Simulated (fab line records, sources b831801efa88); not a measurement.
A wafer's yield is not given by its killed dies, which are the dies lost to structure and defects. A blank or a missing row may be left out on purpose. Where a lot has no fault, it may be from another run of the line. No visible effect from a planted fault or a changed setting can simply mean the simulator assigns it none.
2 desks, one fault ; flow sky130 ; each desk holds nothing but its own numbers, with what lay behind them at the end

== FROM THE METROLOGY DESK ==
What the gauges read, lot by lot, whatever tool the lot ran on: means of the sampled wafers that have a number. Any lot whose mean is over 4 standard deviations away from the usual mean is out of limits and marked OUT; that distance is given in the brackets.
Columns: A = VT_ADJUST_HVTR_OVL at SKY_VT_ADJUST_HVTR_OVL_MEAS_08, usual -0.6 nm; B = SONOS_ONO_CVD_04_THK at SKY_SONOS_ONO_THK_MEAS_05, usual 5.63 nm; C = POLY_GATE_OVL at SKY_POLY_GATE_OVL_MEAS_14, usual 3 nm
lot;first seen here;A;B;C
L526;day 10 03:56;-0.7;5.77;2
L527;day 10 04:42;-0.5;5.48;5
L528;day 11 02:04;3.2;5.59;5
L529;day 11 02:21;-1.3;5.66;2
L530;day 11 05:26;0.6;5.61;-
L531;day 11 13:11;-2.2;5.67;-
L534;day 11 20:09;-3.0;5.59;-
L540;day 13 19:31;0.1;5.52;5
L541;day 14 04:12;-1.8;5.67;-0
L542;day 14 11:53;0.4;5.54;1
L543;day 14 16:12;0.5;5.63;2
L544;day 14 22:28;-1.5;5.68;2
L545;day 15 09:43;1.0;5.63;3
L546;day 15 23:51;0.1;5.45;9
L548;day 16 13:24;-0.2;5.68;2
This desk's verdict: no lot among the 15 shows anything out of limits.

== TOOL OWNER'S DESK, wetBench-01 ==
The tool's own readings at SKY_GATE_OXIDE_WET_ETCH_12 (etches SiO2 in dHF, target depth 16.8 nm, time 336 s): means of the sampled wafers that have a number, for each lot that ran on this tool. Any lot whose mean is over 4 standard deviations away from the usual mean is out of limits and marked OUT; that distance is given in the brackets.
Columns: A = runLengthS at SKY_GATE_OXIDE_WET_ETCH_12, usual 363 s
lot;first seen here;A
L526;day 14 14:25;361
L528;day 15 15:55;360
L529;day 15 16:27;362
L530;day 16 03:06;156 (-63) OUT
L531;day 16 07:10;156 (-63) OUT
L534;day 16 14:57;156 (-63) OUT
L544;day 20 04:51;369
L546;day 21 07:28;362
This desk's verdict: out of limits on L530, L531, L534, starting with L530 at day 16 03:06 (runLengthS at SKY_GATE_OXIDE_WET_ETCH_12). L526, L528, L529, L544, L546: within limits.

== ALL TOGETHER ==
On L530, L531, L534, at day 16 03:06, an alarm was possible from the tool owner's desk.
At the metrology desk, nothing out of limits was observed.
The metrology desk has L530, L531, L534 on record, within its limits.
Of the lots named, all ran SKY_GATE_OXIDE_WET_ETCH_12 on wetBench-01.

== WHAT THE SIMULATOR HAD INSERTED ==
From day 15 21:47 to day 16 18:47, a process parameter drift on wetBench-01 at SKY_GATE_OXIDE_WET_ETCH_12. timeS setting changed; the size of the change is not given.
Struck lots among those shown: L530, L531, L534.
Hours from the fault's start to each desk's first reading out of limits: the tool owner's desk, 5.
